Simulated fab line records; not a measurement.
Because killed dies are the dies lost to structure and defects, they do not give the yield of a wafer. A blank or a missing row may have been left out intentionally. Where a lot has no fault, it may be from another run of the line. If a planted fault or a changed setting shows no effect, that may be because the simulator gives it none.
Split-lot study / flow sfq-line / on a route of 325 steps: 5 lots, 23 wafers read

## SPLIT DETAILS
At SFQ_TRILAYER_INCOMING_OXIDATION_002 (target thk 500 nm, ox time 4939 s), the setting ox-time-s was moved away from the recipe's 4939 s on 20 of the 23 wafers read, by -8.4% to +14.8%. The other wafers ran this setting at the recipe's value.

The split's own step is where the reading is taken.

## THE READING
SiO2_of_TRILAYER_INCOMING_OXIDATION_002.thk-nm (the simulator's own value, which no gauge read), in nm, at SFQ_TRILAYER_INCOMING_OXIDATION_002 (target thk 500 nm, ox time 4939 s). The file does not state a usual value for it. The 3 wafers here that ran the recipe average 498.8 nm, standard deviation 5.8 nm.

wafer=L075.1; tool, chamber at the split=-, -; ox-time-s as run, s=5659; against the recipe=+14.6%; SiO2_of_TRILAYER_INCOMING_OXIDATION_002.thk-nm, nm=552.4; against lot-mates on the recipe=no lot-mate on the recipe
wafer=L075.2; tool, chamber at the split=-, -; ox-time-s as run, s=5659; against the recipe=+14.6%; SiO2_of_TRILAYER_INCOMING_OXIDATION_002.thk-nm, nm=551.5; against lot-mates on the recipe=no lot-mate on the recipe
wafer=L075.3; tool, chamber at the split=-, -; ox-time-s as run, s=5659; against the recipe=+14.6%; SiO2_of_TRILAYER_INCOMING_OXIDATION_002.thk-nm, nm=550.2; against lot-mates on the recipe=no lot-mate on the recipe
wafer=L075.5; tool, chamber at the split=-, -; ox-time-s as run, s=5659; against the recipe=+14.6%; SiO2_of_TRILAYER_INCOMING_OXIDATION_002.thk-nm, nm=546.9; against lot-mates on the recipe=no lot-mate on the recipe
wafer=L075.6; tool, chamber at the split=-, -; ox-time-s as run, s=5659; against the recipe=+14.6%; SiO2_of_TRILAYER_INCOMING_OXIDATION_002.thk-nm, nm=557.1; against lot-mates on the recipe=no lot-mate on the recipe
wafer=L080.1; tool, chamber at the split=-, -; ox-time-s as run, s=4523; against the recipe=-8.4%; SiO2_of_TRILAYER_INCOMING_OXIDATION_002.thk-nm, nm=477.4; against lot-mates on the recipe=no lot-mate on the recipe
wafer=L080.3; tool, chamber at the split=-, -; ox-time-s as run, s=4523; against the recipe=-8.4%; SiO2_of_TRILAYER_INCOMING_OXIDATION_002.thk-nm, nm=472.6; against lot-mates on the recipe=no lot-mate on the recipe
wafer=L080.4; tool, chamber at the split=-, -; ox-time-s as run, s=4523; against the recipe=-8.4%; SiO2_of_TRILAYER_INCOMING_OXIDATION_002.thk-nm, nm=474.1; against lot-mates on the recipe=no lot-mate on the recipe
wafer=L080.5; tool, chamber at the split=-, -; ox-time-s as run, s=4523; against the recipe=-8.4%; SiO2_of_TRILAYER_INCOMING_OXIDATION_002.thk-nm, nm=480.9; against lot-mates on the recipe=no lot-mate on the recipe
wafer=L080.6; tool, chamber at the split=-, -; ox-time-s as run, s=4523; against the recipe=-8.4%; SiO2_of_TRILAYER_INCOMING_OXIDATION_002.thk-nm, nm=471.1; against lot-mates on the recipe=no lot-mate on the recipe
wafer=L082.1; tool, chamber at the split=-, -; ox-time-s as run, s=5671; against the recipe=+14.8%; SiO2_of_TRILAYER_INCOMING_OXIDATION_002.thk-nm, nm=546.4; against lot-mates on the recipe=no lot-mate on the recipe
wafer=L082.2; tool, chamber at the split=-, -; ox-time-s as run, s=5671; against the recipe=+14.8%; SiO2_of_TRILAYER_INCOMING_OXIDATION_002.thk-nm, nm=560.2; against lot-mates on the recipe=no lot-mate on the recipe
wafer=L082.4; tool, chamber at the split=-, -; ox-time-s as run, s=5671; against the recipe=+14.8%; SiO2_of_TRILAYER_INCOMING_OXIDATION_002.thk-nm, nm=551.7; against lot-mates on the recipe=no lot-mate on the recipe
wafer=L082.5; tool, chamber at the split=-, -; ox-time-s as run, s=5671; against the recipe=+14.8%; SiO2_of_TRILAYER_INCOMING_OXIDATION_002.thk-nm, nm=567.3; against lot-mates on the recipe=no lot-mate on the recipe
wafer=L082.6; tool, chamber at the split=-, -; ox-time-s as run, s=5671; against the recipe=+14.8%; SiO2_of_TRILAYER_INCOMING_OXIDATION_002.thk-nm, nm=561.1; against lot-mates on the recipe=no lot-mate on the recipe
wafer=L084.1; tool, chamber at the split=-, -; ox-time-s as run, s=5126; against the recipe=+3.8%; SiO2_of_TRILAYER_INCOMING_OXIDATION_002.thk-nm, nm=522; against lot-mates on the recipe=no lot-mate on the recipe
wafer=L084.2; tool, chamber at the split=-, -; ox-time-s as run, s=5126; against the recipe=+3.8%; SiO2_of_TRILAYER_INCOMING_OXIDATION_002.thk-nm, nm=523.9; against lot-mates on the recipe=no lot-mate on the recipe
wafer=L084.4; tool, chamber at the split=-, -; ox-time-s as run, s=5126; against the recipe=+3.8%; SiO2_of_TRILAYER_INCOMING_OXIDATION_002.thk-nm, nm=517.9; against lot-mates on the recipe=no lot-mate on the recipe
wafer=L084.5; tool, chamber at the split=-, -; ox-time-s as run, s=5126; against the recipe=+3.8%; SiO2_of_TRILAYER_INCOMING_OXIDATION_002.thk-nm, nm=525.6; against lot-mates on the recipe=no lot-mate on the recipe
wafer=L084.6; tool, chamber at the split=-, -; ox-time-s as run, s=5126; against the recipe=+3.8%; SiO2_of_TRILAYER_INCOMING_OXIDATION_002.thk-nm, nm=521.8; against lot-mates on the recipe=no lot-mate on the recipe
wafer=L085.2; tool, chamber at the split=furnace-02, 0; ox-time-s as run, s=4939; against the recipe=recipe; SiO2_of_TRILAYER_INCOMING_OXIDATION_002.thk-nm, nm=497.2; against lot-mates on the recipe=-
wafer=L085.3; tool, chamber at the split=furnace-02, 0; ox-time-s as run, s=4939; against the recipe=recipe; SiO2_of_TRILAYER_INCOMING_OXIDATION_002.thk-nm, nm=506.6; against lot-mates on the recipe=-
wafer=L085.4; tool, chamber at the split=furnace-02, 0; ox-time-s as run, s=4939; against the recipe=recipe; SiO2_of_TRILAYER_INCOMING_OXIDATION_002.thk-nm, nm=492.7; against lot-mates on the recipe=-

THE FIT
A straight line over all 23 wafers: SiO2_of_TRILAYER_INCOMING_OXIDATION_002.thk-nm changes by +3.45 nm for each +1% of ox-time-s; r = +0.98; the points scatter about the line by 6.2 nm.
Too few moved wafers with a lot-mate on the recipe to fit a line net of each lot's own level.

## FILE'S OWN FIT
SiO2_of_TRILAYER_INCOMING_OXIDATION_002.thk-nm changes by +3.45 nm for each +1% of ox-time-s, r = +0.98.
